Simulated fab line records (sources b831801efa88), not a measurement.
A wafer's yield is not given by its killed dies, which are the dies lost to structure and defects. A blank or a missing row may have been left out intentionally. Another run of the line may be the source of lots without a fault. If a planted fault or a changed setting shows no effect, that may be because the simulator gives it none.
fab line records + flow sky130
record
- lots=10
- wafers=30
- lastDay=50
route steps=708 shown SONOS_ONO@182 LOCAL_INTERCONNECT@400 CONTACT@423 VIA3@589 PAD_OPEN@708
lots untouched by any fault: they come from a run of this same line in which no faults occurred
startH: hours from the record's first day to the start of the lot's first wafer shown + waitH: how many hours have passed since the lot's step before this one + " same as the row above + L1.1+2: a single row standing in for several wafers + - no value, or no start given + * or withheld: withheld + < > ~ a bound
route shown NAME@n: names a module that has steps shown in the file, with the first one's number in the route + usual: average and standard deviation across the fault-free wafers + same: alike in all rows + chamber/n: place in a boat + sites: each site's reading + _std_site: standard deviation across them + _edge_site: inner sites' mean taken away from outer sites' mean + radiusMm: for every site, how far away it sits from the centre of the wafer + mask NAME#n: copy n + behind: tool/chamber where the wafer was last shaped + hold: why the lot was held/for how many hours/how that ended + device: names the non-switching transistor (n, p or np) + end of line: tests of these same wafers at the route's end + for a step that has no rows: nothing shown but its recipe + killed: dies that structure and defects cost at the first sort, which is not the same as the wafer's yield + map: a wafer's dies, x killed, . not, _ none there
set.NAME: the setting the step ran with; set.NAME@STEP: the setting that earlier step ran with + model.NAME: the simulator's own value behind a step, which no gauge read
a sample of lots followed through the steps of the route, with each step as a table and each wafer as a row
services: when a tool's chamber went out of use (startH, in hours from the record's first day, below 0 if earlier), for how many hours, and the reason
## steps
# step SKY_SONOS_ONO_OVL_MEAS_14
# usual
- SONOS_ONO_OVL=2.0/1.5
| lot.wafer | tool       | chamber | startH | waitH | SONOS_ONO_OVL[nm] |
|-----------|------------|---------|--------|-------|-------------------|
| L867.2    | overlay-02 | -       | 279.30 | 0.1   | 5.1               |
| L867.4    | "          | -       | "      | "     | 4.6               |
| L867.5    | "          | -       | "      | "     | 4.7               |
| L868.1    | overlay-01 | -       | 285.14 | 0.1   | 2.6               |
| L868.2    | "          | -       | "      | "     | 2.5               |
| L868.3    | "          | -       | "      | "     | 2.0               |
| L869.1    | overlay-01 | -       | 295.76 | 0.1   | 4.4               |
| L869.2    | "          | -       | "      | "     | 4.3               |
| L869.6    | "          | -       | "      | "     | 3.6               |
| L871.2    | overlay-02 | -       | 319.22 | 0.1   | 2.2               |
| L871.5    | "          | -       | "      | "     | 0.6               |
| L871.6    | "          | -       | "      | "     | 1.0               |
| L876.1    | overlay-02 | -       | 355.91 | 0.1   | -2.0              |
| L876.3    | "          | -       | "      | "     | -0.4              |
| L876.4    | "          | -       | "      | "     | -1.6              |
| L879.1    | overlay-01 | -       | 394.38 | 0.1   | 0.6               |
| L879.2    | "          | -       | "      | "     | -0.8              |
| L879.5    | "          | -       | "      | "     | -1.4              |
| L880.1    | overlay-01 | -       | 394.68 | 0.1   | 3.5               |
| L880.3    | "          | -       | "      | "     | 3.6               |
| L880.6    | "          | -       | "      | "     | 2.0               |
| L887.3    | overlay-02 | -       | 448.97 | 0.1   | 2.7               |
| L887.5    | "          | -       | "      | "     | 1.3               |
| L887.6    | "          | -       | "      | "     | 1.9               |
| L888.3    | overlay-02 | -       | 457.37 | 0.1   | 1.6               |
| L888.4    | "          | -       | "      | "     | 2.9               |
| L888.6    | "          | -       | "      | "     | 3.1               |
| L890.2    | overlay-01 | -       | 471.01 | 0.1   | 3.4               |
| L890.4    | "          | -       | "      | "     | 3.0               |
| L890.5    | "          | -       | "      | "     | 1.8               |
# step SKY_LOCAL_INTERCONNECT_ETCH_13
# recipe
- chemistry=N2/H2
- target=BARC
- ionEnergyEv=200
- biasW=100
- pressureMtorr=30
- n2FlowSccm=100
- h2FlowSccm=200
- icpW=500
- stopOn=SiO2
- timeS=45.9
- targetDepthA=600
# usual
- drypumpMotorCurrentA=5.7/0.47
- oesProductAu=0.854/0.0047
- throttleValvePct=13.225/0.0094
| lot.wafer | tool        | chamber | startH | waitH | drypumpMotorCurrentA | oesProductAu | rfHoursCounterH | throttleValvePct |
|-----------|-------------|---------|--------|-------|----------------------|--------------|-----------------|------------------|
| L867.2    | rieMetal-02 | 1       | 708.48 | 0.0   | 5.6                  | 0.856        | 0               | 13.221           |
| L867.4    | "           | 1       | "      | "     | 5.7                  | 0.854        | -               | 13.224           |
| L867.5    | "           | 1       | "      | "     | 5.7                  | 0.848        | -               | 13.229           |
| L868.1    | rieMetal-03 | 0       | 712.94 | 0.0   | 5.6                  | 0.853        | 0               | 13.220           |
| L868.2    | "           | 1       | "      | "     | 6.0                  | 0.852        | 10              | 13.222           |
| L868.3    | "           | 1       | "      | "     | 5.9                  | 0.853        | -               | 13.229           |
| L869.1    | rieMetal-01 | 1       | 722.20 | 0.0   | 5.3                  | 0.851        | 11              | 13.213           |
| L869.2    | "           | 0       | "      | "     | 6.4                  | 0.850        | 2               | 13.204           |
| L869.6    | "           | 1       | "      | "     | 5.2                  | 0.846        | -               | 13.238           |
| L871.2    | rieMetal-03 | 1       | 742.73 | 0.0   | 5.9                  | 0.862        | 11              | 13.223           |
| L871.5    | "           | 1       | "      | "     | 6.0                  | 0.856        | -               | 13.236           |
| L871.6    | "           | 0       | "      | "     | 5.6                  | 0.848        | -               | 13.227           |
| L876.1    | rieMetal-01 | 0       | 777.74 | 0.0   | 6.4                  | 0.860        | 4               | 13.225           |
| L876.3    | "           | 0       | "      | "     | 6.4                  | 0.862        | -               | 13.235           |
| L876.4    | "           | 1       | "      | "     | 5.2                  | 0.854        | -               | 13.232           |
| L879.1    | rieMetal-03 | 0       | 814.43 | 0.0   | 5.6                  | 0.850        | 4               | 13.226           |
| L879.2    | "           | 1       | "      | "     | 5.9                  | 0.852        | 14              | 13.216           |
| L879.5    | "           | 1       | "      | "     | 5.9                  | 0.857        | -               | 13.216           |
| L880.1    | rieMetal-02 | 0       | 816.28 | 0.0   | 4.8                  | 0.867        | 13              | 13.232           |
| L880.3    | "           | 0       | "      | "     | 4.8                  | 0.849        | -               | 13.214           |
| L880.6    | "           | 1       | "      | "     | 5.7                  | 0.862        | -               | 13.216           |
| L887.3    | rieMetal-01 | 1       | 861.37 | 0.0   | 5.2                  | 0.722        | -               | 13.225           |
| L887.5    | "           | 0       | "      | "     | 6.4                  | 0.712        | -               | 13.211           |
| L887.6    | "           | 1       | "      | "     | 5.2                  | 0.719        | -               | 13.216           |
| L888.3    | rieMetal-03 | 1       | 867.02 | 0.0   | 6.0                  | 0.856        | -               | 13.228           |
| L888.4    | "           | 0       | "      | "     | 5.6                  | 0.850        | -               | 13.221           |
| L888.6    | "           | 0       | "      | "     | 5.6                  | 0.852        | -               | 13.228           |
| L890.2    | rieMetal-01 | 1       | 883.23 | 0.0   | 5.2                  | 0.726        | 17              | 13.197           |
| L890.4    | "           | 0       | "      | "     | 6.4                  | 0.723        | -               | 13.211           |
| L890.5    | "           | 1       | "      | "     | 5.2                  | 0.722        | -               | 13.207           |
# step SKY_LOCAL_INTERCONNECT_METAL_ETCH_14
# recipe
- targetDepthNm=110
- stopOn=PSG
- chemistry=Cl2/BCl3
- target=TiN
- resistSidewallDeg=88
- pressureMtorr=10
- icpW=900
- biasW=48.5
- Cl2_flow_sccm=60
- bcl3FlowSccm=30
- timeS=31.4
# usual
- drypumpMotorCurrentA=5.7/0.47
- oesProductAu=0.942/0.0077
- throttleValvePct=21.900/0.01
| lot.wafer | tool        | chamber | startH | waitH | drypumpMotorCurrentA | oesProductAu | rfHoursCounterH | throttleValvePct |
|-----------|-------------|---------|--------|-------|----------------------|--------------|-----------------|------------------|
| L867.2    | rieMetal-02 | 1       | 708.54 | 0.0   | 5.7                  | 0.942        | 0               | 21.900           |
| L867.4    | "           | 1       | "      | "     | 5.7                  | 0.935        | -               | 21.911           |
| L867.5    | "           | 1       | "      | "     | 5.7                  | 0.948        | -               | 21.909           |
| L868.1    | rieMetal-03 | 0       | 713.01 | 0.0   | 5.6                  | 0.949        | 0               | 21.910           |
| L868.2    | "           | 1       | "      | "     | 6.0                  | 0.966        | 11              | 21.893           |
| L868.3    | "           | 1       | "      | "     | 6.0                  | 0.936        | -               | 21.884           |
| L869.1    | rieMetal-01 | 1       | 722.26 | 0.0   | 5.2                  | 0.950        | 11              | 21.896           |
| L869.2    | "           | 0       | "      | "     | 6.4                  | 0.950        | 2               | 21.885           |
| L869.6    | "           | 1       | "      | "     | 5.2                  | 0.951        | -               | 21.907           |
| L871.2    | rieMetal-03 | 1       | 742.79 | 0.0   | 5.9                  | 0.946        | 12              | 21.896           |
| L871.5    | "           | 1       | "      | "     | 5.9                  | 0.940        | -               | 21.906           |
| L871.6    | "           | 0       | "      | "     | 5.6                  | 0.951        | -               | 21.910           |
| L876.1    | rieMetal-01 | 0       | 777.81 | 0.0   | 6.4                  | 0.943        | 4               | 21.904           |
| L876.3    | "           | 0       | "      | "     | 6.4                  | 0.932        | -               | 21.901           |
| L876.4    | "           | 1       | "      | "     | 5.2                  | 0.939        | -               | 21.916           |
| L879.1    | rieMetal-03 | 0       | 814.49 | 0.0   | 5.6                  | 0.937        | 4               | 21.918           |
| L879.2    | "           | 1       | "      | "     | 5.9                  | 0.945        | 14              | 21.887           |
| L879.5    | "           | 1       | "      | "     | 5.9                  | 0.957        | -               | 21.906           |
| L880.1    | rieMetal-02 | 0       | 816.34 | 0.0   | 4.8                  | 0.946        | 13              | 21.914           |
| L880.3    | "           | 0       | "      | "     | 4.8                  | 0.942        | -               | 21.899           |
| L880.6    | "           | 1       | "      | "     | 5.7                  | 0.939        | -               | 21.889           |
| L887.3    | rieMetal-01 | 1       | 861.43 | 0.0   | 5.2                  | 0.374        | -               | 22.294           |
| L887.5    | "           | 0       | "      | "     | 6.4                  | 0.383        | -               | 22.271           |
| L887.6    | "           | 1       | "      | "     | 5.2                  | 0.373        | -               | 22.261           |
| L888.3    | rieMetal-03 | 1       | 867.08 | 0.0   | 5.9                  | 0.954        | -               | 21.888           |
| L888.4    | "           | 0       | "      | "     | 5.6                  | 0.947        | -               | 21.891           |
| L888.6    | "           | 0       | "      | "     | 5.6                  | 0.935        | -               | 21.913           |
| L890.2    | rieMetal-01 | 1       | 883.29 | 0.0   | 5.2                  | 0.370        | 17              | 22.261           |
| L890.4    | "           | 0       | "      | "     | 6.4                  | 0.372        | -               | 22.271           |
| L890.5    | "           | 1       | "      | "     | 5.2                  | 0.383        | -               | 22.268           |
# step SKY_LOCAL_INTERCONNECT_STRIP_15
# recipe
- chemistry=O2/N2
- powerW=1400
- pressureMtorr=1500
- platenTempC=withheld
- o2FlowSccm=3000
- n2FlowSccm=300
- overashFraction=0.459
# usual
- drypumpMotorCurrentA=5.5/0.43
- oesProductAu=0.428/0.0044
- stripTimeToEndpointS=4.722/0.025
# same
- overashFraction=0.459
| lot.wafer | tool           | chamber | startH | waitH | drypumpMotorCurrentA | oesProductAu | rfHoursCounterH | stripTimeToEndpointS |
|-----------|----------------|---------|--------|-------|----------------------|--------------|-----------------|----------------------|
| L867.2    | plasmaAsher-04 | 1       | 708.59 | 0.0   | 5.6                  | 0.423        | 101             | 4.725                |
| L867.4    | "              | 0       | "      | "     | 6.2                  | 0.429        | -               | 4.728                |
| L867.5    | "              | 0       | "      | "     | 6.2                  | 0.434        | -               | 4.752                |
| L868.1    | plasmaAsher-01 | 0       | 713.06 | 0.0   | 5.4                  | 0.425        | 58              | 4.690                |
| L868.2    | "              | 1       | "      | "     | 6.2                  | 0.425        | 58              | 4.712                |
| L868.3    | "              | 0       | "      | "     | 5.4                  | 0.429        | -               | 4.725                |
| L869.1    | plasmaAsher-02 | 0       | 722.31 | 0.0   | 5.2                  | 0.419        | 92              | 4.692                |
| L869.2    | "              | 1       | "      | "     | 5.2                  | 0.427        | 92              | 4.752                |
| L869.6    | "              | 1       | "      | "     | 5.2                  | 0.423        | -               | 4.727                |
| L871.2    | plasmaAsher-04 | 0       | 742.84 | 0.0   | 6.2                  | 0.437        | 0               | 4.717                |
| L871.5    | "              | 0       | "      | "     | 6.2                  | 0.430        | -               | 4.725                |
| L871.6    | "              | 1       | "      | "     | 5.5                  | 0.423        | -               | 4.695                |
| L876.1    | plasmaAsher-02 | 0       | 777.86 | 0.0   | 5.2                  | 0.427        | 97              | 4.746                |
| L876.3    | "              | 0       | "      | "     | 5.1                  | 0.425        | -               | 4.770                |
| L876.4    | "              | 1       | "      | "     | 5.2                  | 0.429        | -               | 4.718                |
| L879.1    | plasmaAsher-02 | 0       | 814.54 | 0.0   | 5.1                  | 0.431        | 101             | 4.726                |
| L879.2    | "              | 1       | "      | "     | 5.2                  | 0.428        | 101             | 4.698                |
| L879.5    | "              | 1       | "      | "     | 5.2                  | 0.432        | -               | 4.730                |
| L880.1    | plasmaAsher-02 | 1       | 816.39 | 0.0   | 5.2                  | 0.426        | 101             | 4.750                |
| L880.3    | "              | 1       | "      | "     | 5.2                  | 0.426        | -               | 4.698                |
| L880.6    | "              | 1       | "      | "     | 5.2                  | 0.428        | -               | 4.744                |
| L887.3    | plasmaAsher-02 | 1       | 861.50 | 0.1   | 5.3                  | 0.434        | -               | 4.931                |
| L887.5    | "              | 1       | "      | "     | 5.2                  | 0.428        | -               | 4.957                |
| L887.6    | "              | 0       | "      | "     | 5.2                  | 0.431        | -               | 4.946                |
| L888.3    | plasmaAsher-04 | 0       | 867.14 | 0.1   | 6.2                  | 0.422        | -               | 4.699                |
| L888.4    | "              | 1       | "      | "     | 5.6                  | 0.429        | -               | 4.700                |
| L888.6    | "              | 1       | "      | "     | 5.6                  | 0.423        | -               | 4.716                |
| L890.2    | plasmaAsher-01 | 1       | 883.34 | 0.0   | 6.2                  | 0.436        | 76              | 4.921                |
| L890.4    | "              | 0       | "      | "     | 5.4                  | 0.441        | -               | 4.936                |
| L890.5    | "              | 1       | "      | "     | 6.2                  | 0.430        | -               | 4.938                |
# step SKY_CONTACT_ETCH_17
# recipe
- target=SiO2
- chemistry=C4F8/O2/Ar
- stopOn=Si3N4
- maskMaterial=KrF-thick
- sourceW=1500
- biasW=1200
- pressureMtorr=40
- c4f8FlowSccm=withheld
- O2_flow_sccm=6
- Ar_flow_sccm=300
- timeS=withheld
- targetDepthA=3400
# usual
- oesProductAu=0.891/0.0049
| lot.wafer | tool       | chamber | startH | waitH | oesProductAu |
|-----------|------------|---------|--------|-------|--------------|
| L867.2    | rieDiel-03 | 2       | 737.62 | 0.0   | 0.893        |
| L867.4    | "          | 3       | "      | "     | 0.890        |
| L867.5    | "          | 3       | "      | "     | 0.894        |
| L868.1    | rieDiel-04 | 0       | 741.67 | 0.0   | 0.891        |
| L868.2    | "          | 3       | "      | "     | 0.898        |
| L868.3    | "          | 1       | "      | "     | 0.892        |
| L869.1    | rieDiel-03 | 3       | 750.64 | 0.0   | 0.891        |
| L869.2    | "          | 2       | "      | "     | 0.883        |
| L869.6    | "          | 2       | "      | "     | 0.892        |
| L871.2    | rieDiel-04 | 1       | 771.07 | 0.0   | 0.892        |
| L871.5    | "          | 2       | "      | "     | 0.889        |
| L871.6    | "          | 3       | "      | "     | 0.889        |
| L876.1    | rieDiel-04 | 1       | 805.47 | 0.0   | 0.889        |
| L876.3    | "          | 2       | "      | "     | 0.897        |
| L876.4    | "          | 3       | "      | "     | 0.892        |
| L879.1    | rieDiel-03 | 0       | 842.54 | 0.0   | 0.890        |
| L879.2    | "          | 1       | "      | "     | 0.892        |
| L879.5    | "          | 0       | "      | "     | 0.894        |
| L880.1    | rieDiel-04 | 1       | 843.52 | 0.0   | 0.888        |
| L880.3    | "          | 0       | "      | "     | 0.889        |
| L880.6    | "          | 0       | "      | "     | 0.888        |
| L888.3    | rieDiel-03 | 0       | 894.19 | 0.0   | 0.894        |
| L888.4    | "          | 0       | "      | "     | 0.887        |
| L888.6    | "          | 3       | "      | "     | 0.891        |
# step SKY_VIA3_STRIP_16
# recipe
- chemistry=O2/N2
- powerW=1400
- pressureMtorr=1500
- platenTempC=withheld
- o2FlowSccm=3000
- n2FlowSccm=300
- overashFraction=0.5
# usual
- drypumpMotorCurrentA=5.6/0.44
- oesProductAu=0.401/0.0043
- stripTimeToEndpointS=4.103/0.025
# same
- overashFraction=0.5
| lot.wafer | tool           | chamber | startH  | waitH | drypumpMotorCurrentA | oesProductAu | rfHoursCounterH | stripTimeToEndpointS |
|-----------|----------------|---------|---------|-------|----------------------|--------------|-----------------|----------------------|
| L867.2    | plasmaAsher-02 | 0       | 932.25  | 0.0   | 5.2                  | 0.405        | 113             | 4.106                |
| L867.4    | "              | 1       | "       | "     | 5.2                  | 0.396        | -               | 4.096                |
| L867.5    | "              | 1       | "       | "     | 5.2                  | 0.397        | -               | 4.062                |
| L868.1    | plasmaAsher-01 | 1       | 934.30  | 0.0   | 6.2                  | 0.393        | 81              | 4.084                |
| L868.2    | "              | 0       | "       | "     | 5.4                  | 0.394        | 81              | 4.058                |
| L868.3    | "              | 1       | "       | "     | 6.2                  | 0.400        | -               | 4.103                |
| L869.1    | plasmaAsher-01 | 0       | 943.55  | 0.0   | 5.4                  | 0.400        | 82              | 4.065                |
| L869.2    | "              | 1       | "       | "     | 6.2                  | 0.400        | 82              | 4.098                |
| L869.6    | "              | 0       | "       | "     | 5.4                  | 0.397        | -               | 4.073                |
| L871.2    | plasmaAsher-02 | 1       | 961.60  | 0.0   | 5.2                  | 0.404        | 116             | 4.148                |
| L871.5    | "              | 1       | "       | "     | 5.2                  | 0.397        | -               | 4.089                |
| L871.6    | "              | 0       | "       | "     | 5.2                  | 0.399        | -               | 4.143                |
| L876.1    | plasmaAsher-04 | 0       | 992.78  | 0.0   | 6.2                  | 0.401        | 25              | 4.096                |
| L876.3    | "              | 1       | "       | "     | 5.6                  | 0.400        | -               | 4.129                |
| L876.4    | "              | 0       | "       | "     | 6.3                  | 0.398        | -               | 4.061                |
| L879.1    | plasmaAsher-04 | 1       | 1024.00 | 0.0   | 5.6                  | 0.394        | 28              | 4.111                |
| L879.2    | "              | 0       | "       | "     | 6.2                  | 0.401        | 28              | 4.054                |
| L879.5    | "              | 1       | "       | "     | 5.6                  | 0.395        | -               | 4.120                |
| L880.1    | plasmaAsher-02 | 0       | 1025.30 | 0.0   | 5.2                  | 0.398        | 122             | 4.127                |
| L880.3    | "              | 1       | "       | "     | 5.2                  | 0.401        | -               | 4.163                |
| L880.6    | "              | 1       | "       | "     | 5.2                  | 0.397        | -               | 4.133                |
| L888.3    | plasmaAsher-01 | 0       | 1068.57 | 0.1   | 5.4                  | 0.403        | -               | 4.113                |
| L888.4    | "              | 1       | "       | "     | 6.2                  | 0.402        | -               | 4.114                |
| L888.6    | "              | 0       | "       | "     | 5.4                  | 0.404        | -               | 4.132                |
# step SKY_PAD_OPEN_PROBE_99
# usual
- killed_at_M0_to_M3=43/7.7
- killed_at_M4_up=3.4/1.9
- killedAtContacts=25/5.6
- killedAtFrontEnd=14/4.3
- killedAtOther=0.2/0.5
- killedDies=86/10
- killedOnRim=17/4.1
- killedOpen=47/7.2
- killedShort=39/6.7
# same
- grossDies=492
- killedAtBackSide=0
| lot.wafer | tool      | chamber | startH  | waitH | killed_at_M0_to_M3 | killed_at_M4_up | killedAtContacts | killedAtFrontEnd | killedAtOther | killedDies | killedOnRim | killedOpen | killedShort |
|-----------|-----------|---------|---------|-------|--------------------|-----------------|------------------|------------------|---------------|------------|-------------|------------|-------------|
| L887.3    | prober-02 | -       | 1189.45 | 0.2   | 42                 | 4               | 432              | 14               | 0             | 492        | 96          | 39         | 45          |
| L887.5    | prober-02 | -       | 1189.55 | 0.2   | 42                 | 5               | 438              | 7                | 0             | 492        | 96          | 46         | 34          |
| L887.6    | prober-02 | -       | 1189.60 | 0.2   | 46                 | 3               | 423              | 19               | 0             | 491        | 96          | 57         | 31          |
| L890.2    | prober-01 | -       | 1204.00 | 0.1   | 34                 | 2               | 442              | 14               | 0             | 492        | 96          | 43         | 27          |
| L890.4    | prober-01 | -       | 1204.10 | 0.2   | 38                 | 3               | 432              | 19               | 0             | 492        | 96          | 54         | 32          |
| L890.5    | prober-01 | -       | 1204.15 | 0.2   | 47                 | 3               | 429              | 13               | 0             | 492        | 96          | 44         | 50          |
# killed by level:class
L887.3 LOCAL_INTERCONNECT:areaEtch=408 CONTACT:geometricParticle:open=9 VIA3:geometricParticle:open=7 VIA1:geometricParticle:open=6 METAL2:geometricParticle:short=6 VIA2:geometricParticle:short=6 CONTACT:geometricParticle:short=5 FIELD_ISO:geometricParticle:short=4
L887.5 LOCAL_INTERCONNECT:areaEtch=412 VIA2:geometricParticle:open=12 CONTACT:geometricParticle:open=9 VIA3:geometricParticle:open=8 LOCAL_INTERCONNECT:geometricParticle:short=7 CONTACT:geometricParticle:short=6 METAL2:geometricParticle:short=5 VIA1:geometricParticle:open=5
L887.6 LOCAL_INTERCONNECT:areaEtch=403 VIA2:geometricParticle:open=13 VIA1:geometricParticle:open=10 VIA3:geometricParticle:open=9 CONTACT:geometricParticle:open=6 FIELD_ISO:geometricParticle:open=5 POLY_GATE:geometricParticle:short=4 POLY_GATE:geometricParticle:open=4
L890.2 LOCAL_INTERCONNECT:areaEtch=422 LI_CONTACT:geometricParticle:open=11 METAL1:geometricParticle:short=7 VIA1:geometricParticle:open=7 VIA2:geometricParticle:open=7 FIELD_ISO:geometricParticle:short=4 FIELD_ISO:geometricParticle:open=3 POLY_GATE:geometricParticle:open=3
L890.4 LOCAL_INTERCONNECT:areaEtch=406 CONTACT:geometricParticle:open=10 LI_CONTACT:geometricParticle:open=9 VIA2:geometricParticle:open=8 VIA3:geometricParticle:open=7 FIELD_ISO:geometricParticle:short=5 VIA1:geometricParticle:open=5 VIA2:geometricParticle:short=3
L890.5 LOCAL_INTERCONNECT:areaEtch=398 VIA3:geometricParticle:open=10 CONTACT:geometricParticle:open=10 METAL1:geometricParticle:short=9 LOCAL_INTERCONNECT:geometricParticle:short=8 VIA1:geometricParticle:short=7 VIA1:geometricParticle:open=7 CONTACT:geometricParticle:short=6
## services
| tool           | chamber | startH  | hours | kind   |
|----------------|---------|---------|-------|--------|
| plasmaAsher-01 | -       | 690.61  | 2.8   | pm     |
| rieMetal-03    | -       | 696.64  | 14.6  | pm     |
| rieDiel-04     | -       | 723.35  | 0.5   | repair |
| rieMetal-03    | 1       | 723.88  | 4.8   | repair |
| rieDiel-03     | 3       | 732.77  | 3.8   | repair |
| plasmaAsher-04 | -       | 733.75  | 9.0   | pm     |
| rieDiel-03     | 2       | 766.97  | 14.4  | repair |
| plasmaAsher-02 | -       | 783.75  | 1.5   | repair |
| rieMetal-03    | -       | 784.67  | 0.2   | repair |
| plasmaAsher-01 | -       | 811.63  | 5.2   | repair |
| plasmaAsher-01 | -       | 813.31  | 1.7   | repair |
| rieMetal-02    | -       | 847.10  | 1.4   | pm     |
| plasmaAsher-04 | -       | 855.27  | 1.1   | repair |
| rieDiel-03     | 2       | 871.72  | 34.7  | repair |
| rieDiel-04     | -       | 885.82  | 41.6  | repair |
| rieMetal-01    | -       | 893.41  | 1.4   | pm     |
| plasmaAsher-02 | -       | 908.55  | 1.2   | repair |
| rieDiel-04     | 3       | 912.85  | 5.1   | repair |
| rieMetal-02    | -       | 973.19  | 2.8   | pm     |
| rieMetal-01    | -       | 996.49  | 0.4   | repair |
| plasmaAsher-04 | -       | 1024.59 | 1.6   | repair |
| plasmaAsher-01 | -       | 1026.50 | 1.3   | repair |
| rieMetal-03    | -       | 1031.37 | 1.9   | repair |
| plasmaAsher-02 | -       | 1055.25 | 9.0   | pm     |
## key
firstSign
- step=SKY_LOCAL_INTERCONNECT_ETCH_13
- reading=oesProductAu
- direction=down
- sigmas=28
- usual=0.854
- struck=0.721
effect
- step=SKY_LOCAL_INTERCONNECT_ETCH_13
- reading=throttleValvePct
- direction=down
- sigmas=1.4
- usual=13.225
- struck=13.211
effect
- step=SKY_LOCAL_INTERCONNECT_METAL_ETCH_14
- reading=oesProductAu
- direction=down
- sigmas=74
- usual=0.942
- struck=0.376
effect
- step=SKY_LOCAL_INTERCONNECT_STRIP_15
- reading=stripTimeToEndpointS
- direction=up
- sigmas=8.7
- usual=*
- struck=*
effect
- step=SKY_PAD_OPEN_PROBE_99
- reading=killedAtContacts
- direction=up
- sigmas=73
- usual=25
- struck=433
moreKillsBornAt
- SKY_LOCAL_INTERCONNECT_ETCH_13@rieMetal-01=2449
metAt SKY_LOCAL_INTERCONNECT_ETCH_13
struckLots L887,L890
laterRowsLeftOut L887.3,L887.5,L887.6,L890.2,L890.4,L890.5
testerLeftOut L887,L890
notActingAt SKY_SONOS_ONO_OVL_MEAS_14,SKY_CONTACT_ETCH_17,SKY_VIA3_STRIP_16
onsetBetween 777.74 861.37
fault
- kind=processParameterDrift
- tool=rieMetal-01
- chamber=-
- onsetH=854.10
- steps=SKY_LOCAL_INTERCONNECT_ETCH_13
- channel=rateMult
- offset=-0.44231
- shape=step
- endH=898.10
# testerLeftOut: of these lots the tester's yield and bins aren't shown, on N5 and GAA mostly nor the transistor test; their killed dies are dies lost to structure and defects alone, not to doping, threshold or leakage, so they don't give the yield
# laterRowsLeftOut: the simulator's readings of these wafers behind a module that went badly wrong aren't trusted and aren't shown, but for the sort
